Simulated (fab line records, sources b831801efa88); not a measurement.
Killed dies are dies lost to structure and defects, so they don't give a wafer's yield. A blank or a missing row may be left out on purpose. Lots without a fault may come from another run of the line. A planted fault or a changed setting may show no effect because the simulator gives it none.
Which tool did it? | flow sky130 | 14 lots, 42 wafers sampled, at 5 steps of a route of 708

WHAT THE GAUGES READ, wafer by wafer
SKY_FIELD_ISO_THK_MEAS_04. Usual: FIELD_ISO_CVD_03_THK 165.8 nm, standard deviation 1.6.
lot  | measured    | on            | FIELD_ISO_CVD_03_THK (nm) | flag
L797 | day 1 16:13 | film_metro-02 | 165.9 166.4 165.3         |
L799 | day 2 00:25 | film_metro-04 | 167.8 166.4 165.8         |
L802 | day 2 15:46 | film_metro-02 | 164.4 164.4 164.5         |
L803 | day 2 19:52 | film_metro-03 | 166.1 165.8 167.3         |
L804 | day 3 03:22 | film_metro-04 | 165.7 163.8 163.3         |
L805 | day 3 06:22 | film_metro-03 | 165.0 165.9 165.1         |
L806 | day 3 10:29 | film_metro-04 | 165.4 166.5 165.7         |
L807 | day 3 16:25 | film_metro-03 | 166.3 165.5 166.3         |
L808 | day 3 21:21 | film_metro-02 | 166.3 166.1 166.3         |
L813 | day 5 00:47 | film_metro-03 | 165.2 166.6 165.2         |
L814 | day 5 03:23 | film_metro-02 | 166.7 167.6 167.2         |
L816 | day 5 13:44 | film_metro-02 | 170.1 169.7 168.5         |
L818 | day 5 22:47 | film_metro-04 | 164.9 166.7 165.2         |
L820 | day 6 08:46 | film_metro-02 | 166.0 163.9 166.4         |

SKY_DNWELL_TW_MEAS_09. Usual: DNWELL_TW 1107, standard deviation 9.4.
lot  | measured    | on            | DNWELL_TW      | flag
L797 | day 3 07:52 | film_metro-01 | 1094 1093 1093 |
L799 | day 3 13:46 | film_metro-01 | 1088 1094 1094 |
L802 | day 4 08:42 | film_metro-04 | 1114 1112 1114 |
L803 | day 4 12:06 | film_metro-04 | 1115 1118 1110 |
L804 | day 4 18:52 | film_metro-02 | 1106 1108 1110 |
L805 | day 4 23:19 | film_metro-04 | 1112 1116 1117 |
L806 | day 5 05:21 | film_metro-01 | 1106 1105 1107 |
L807 | day 5 11:43 | film_metro-04 | 1127 1121 1119 |
L808 | day 5 16:40 | film_metro-01 | 1099 1105 1103 |
L813 | day 7 00:48 | film_metro-02 | 30 30 30       | OFF
L814 | day 7 02:01 | film_metro-04 | 30 30 30       | OFF
L816 | day 7 12:21 | film_metro-02 | 1113 1106 1111 |
L818 | day 7 21:12 | film_metro-02 | 1102 1111 1108 |
L820 | day 8 08:43 | film_metro-02 | 1108 1105 1100 |

SKY_PWDE_OVL_MEAS_07. Usual: PWDE_OVL 0.4 nm, standard deviation 1.5.
lot  | measured    | on         | PWDE_OVL (nm)  | flag
L797 | day 4 00:07 | overlay-02 | 2.1 3.0 3.5    |
L799 | day 4 06:27 | overlay-02 | -1.5 1.8 -0.7  |
L802 | day 5 01:49 | overlay-02 | -0.1 2.7 0.6   |
L803 | day 5 05:31 | overlay-02 | 0.0 -2.4 -1.3  |
L804 | day 5 12:03 | overlay-02 | 1.9 -0.5 0.9   |
L805 | day 5 17:16 | overlay-01 | 0.9 -0.2 0.8   |
L806 | day 5 23:27 | overlay-02 | -3.6 -2.2 -0.4 |
L807 | day 6 05:55 | overlay-01 | 1.2 -0.3 -0.6  |
L808 | day 6 10:52 | overlay-01 | 0.9 0.2 -1.1   |
L813 | day 7 20:49 | overlay-02 | -0.8 -0.7 1.2  |
L814 | day 7 21:37 | overlay-01 | -1.3 -1.0 1.3  |
L816 | day 8 08:49 | overlay-01 | 1.0 0.5 0.8    |
L818 | day 8 17:49 | overlay-02 | 2.2 0.4 -0.8   |
L820 | day 9 06:01 | overlay-01 | -1.1 1.6 -1.8  |

SKY_NWELL_OVL_MEAS_10. Usual: NWELL_00_OVL 0.2 nm, standard deviation 1.3.
lot  | measured     | on         | NWELL_00_OVL (nm) | flag
L797 | day 4 18:15  | overlay-02 | -1.3 0.1 -0.4     |
L799 | day 5 00:33  | overlay-02 | 1.1 -0.1 0.3      |
L802 | day 5 19:55  | overlay-02 | -0.1 -0.1 2.5     |
L803 | day 5 23:58  | overlay-01 | 0.5 0.4 -2.5      |
L804 | day 6 07:03  | overlay-02 | 0.1 -0.9 0.7      |
L805 | day 6 12:19  | overlay-02 | -0.5 0.1 -1.6     |
L806 | day 6 18:42  | overlay-01 | -0.3 -2.0 0.5     |
L807 | day 7 01:46  | overlay-02 | -0.9 -1.3 0.4     |
L808 | day 7 06:52  | overlay-02 | 1.6 0.6 0.8       |
L813 | day 8 18:00  | overlay-01 | 1.4 1.7 0.6       |
L814 | day 8 18:58  | overlay-01 | -2.3 0.1 -0.5     |
L816 | day 9 06:27  | overlay-02 | 0.4 1.6 0.5       |
L818 | day 9 16:12  | overlay-02 | 2.1 1.9 1.0       |
L820 | day 10 04:36 | overlay-01 | 3.1 -0.2 1.7      |

WHICH TOOL RAN EACH LOT (tool, then ch and the chambers of the sampled wafers, then the start)
lot  | SKY_DNWELL_EXPOSE_04
L797 | iline_stepper-02 ch 0, day 3 00:08
L799 | iline_stepper-02 ch 0, day 3 05:43
L802 | iline_stepper-01 ch 0, day 4 00:10
L803 | iline_stepper-01 ch 0, day 4 03:42
L804 | iline_stepper-02 ch 0, day 4 09:53
L805 | iline_stepper-02 ch 0, day 4 13:58
L806 | iline_stepper-02 ch 0, day 4 20:34
L807 | iline_stepper-02 ch 0, day 5 02:52
L808 | iline_stepper-02 ch 0, day 5 07:11
L813 | iline_stepper-02, day 6 15:12
L814 | iline_stepper-01, day 6 15:51
L816 | iline_stepper-01 ch 0, day 7 01:41
L818 | iline_stepper-02 ch 0, day 7 11:45
L820 | iline_stepper-01 ch 0, day 7 21:44
- SKY_DNWELL_EXPOSE_04: exposes mask DNM, target cd 3000 nm.

WHAT THE TOOLS THEMSELVES READ (means of the sampled wafers that have a number; where no wafer has one, the mark that the record gives instead)
SKY_DNWELL_EXPOSE_04. Usual: exposure_dose_mJ_cm2 222.01, standard deviation 0.22; focus_offset_nm 0.0 nm, standard deviation 0.54; stage_vel_mm_s 499.94 mm/s, standard deviation 0.26.
lot  | tool             | exposure_dose_mJ_cm2 | focus_offset_nm (nm) | stage_vel_mm_s (mm/s) | flag
L797 | iline_stepper-02 | 222.22               | 0.3                  | 500.21                |
L799 | iline_stepper-02 | 221.84               | -0.2                 | 499.77                |
L802 | iline_stepper-01 | 221.90               | -0.1                 | 500.11                |
L803 | iline_stepper-01 | 222.10               | 0.6                  | 499.93                |
L804 | iline_stepper-02 | 221.89               | 0.0                  | 499.96                |
L805 | iline_stepper-02 | 222.22               | 0.2                  | 499.74                |
L806 | iline_stepper-02 | 222.12               | 0.3                  | 500.44                |
L807 | iline_stepper-02 | 222.20               | -0.5                 | 499.63                |
L808 | iline_stepper-02 | 221.88               | 0.2                  | 499.86                |
L813 | iline_stepper-02 | -                    | -                    | -                     | OFF
L814 | iline_stepper-01 | -                    | -                    | -                     | OFF
L816 | iline_stepper-01 | 222.02               | -0.3                 | 499.53                |
L818 | iline_stepper-02 | 222.01               | 0.4                  | 499.98                |
L820 | iline_stepper-01 | 222.00               | -0.5                 | 499.85                |

THE ANSWER, worked out from the rows above alone
Rule: a lot is off if the mean of its wafers that have a number lies more than 3 standard deviations from the usual mean. A lot without any number at a reading at which 4 lots or more have one is off too. The other lots that the step has rows for count as sound. The gauges are gone through in route order, then the tools' own readings, and for those a lot's mean is taken as printed above. The first step at which some lot is off is used, and at that step the reading that is off furthest; a lot without a number counts as furthest.
Off: L813, L814, at SKY_DNWELL_TW_MEAS_09 (DNWELL_TW).
A tool fits if, at a process step before that reading, it ran every lot that is off, and no sound lot after the first of them. The gauges at SKY_DNWELL_TW_MEAS_09 aren't tried: what is off there is off at SKY_DNWELL_EXPOSE_04 too, on other tools, and a gauge's error can't cause that. None of those tried fits.

WHAT THE SIMULATOR HAD PUT IN
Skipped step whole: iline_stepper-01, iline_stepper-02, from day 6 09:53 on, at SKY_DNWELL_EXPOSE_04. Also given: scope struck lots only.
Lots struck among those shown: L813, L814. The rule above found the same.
